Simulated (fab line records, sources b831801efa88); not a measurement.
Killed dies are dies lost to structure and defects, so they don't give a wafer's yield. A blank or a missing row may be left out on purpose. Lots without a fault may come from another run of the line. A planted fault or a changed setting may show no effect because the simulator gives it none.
Chamber matching | flow gf180mcu | GF_V3_ETCH_16 on rie_diel-04: 4 sister chambers
The step etches BARC in N2/H2. 4 wafers are shown with their chamber, then 7 later ones without.

WAFERS WITH THEIR CHAMBER
wafer  | chamber | drypump_motor_current_A (A)
L735.3 | 1       | 5.6
L736.2 | 2       | 6.5
L746.1 | 0       | 5.2
L746.2 | 3       | 6.0

WAFERS WITHOUT THEIR CHAMBER
wafer  | drypump_motor_current_A (A)
L746.4 | 5.6
L747.1 | 6.0
L747.2 | 6.5
L747.4 | 5.7
L749.1 | 6.0
L749.2 | 5.2
L749.5 | 6.0

WHICH CHAMBER EACH WENT THROUGH
wafer  | from the rows above | in truth
L746.4 | 1                   | 1
L747.1 | 3                   | 3
L747.2 | 2                   | 2
L747.4 | 1                   | 1
L749.1 | 3                   | 3
L749.2 | 0                   | 0
L749.5 | 3                   | 3
Placed correctly: 7 of 7. Can't be placed from these rows: 0. Placed wrongly: 0.
How it was worked out, from the rows above alone: a wafer's distance from a chamber is the root of the sum, over the readings, of the square of ((its reading less the chamber's mean) divided by the reading's scatter). The wafer belongs to the nearest chamber; if the next one is less than 2 further off, it can't be placed. A chamber's mean is the mean of its shown wafers. The scatter: with one shown wafer a chamber, the root of the mean of the squares of how far each hidden wafer lies from its nearest shown one.
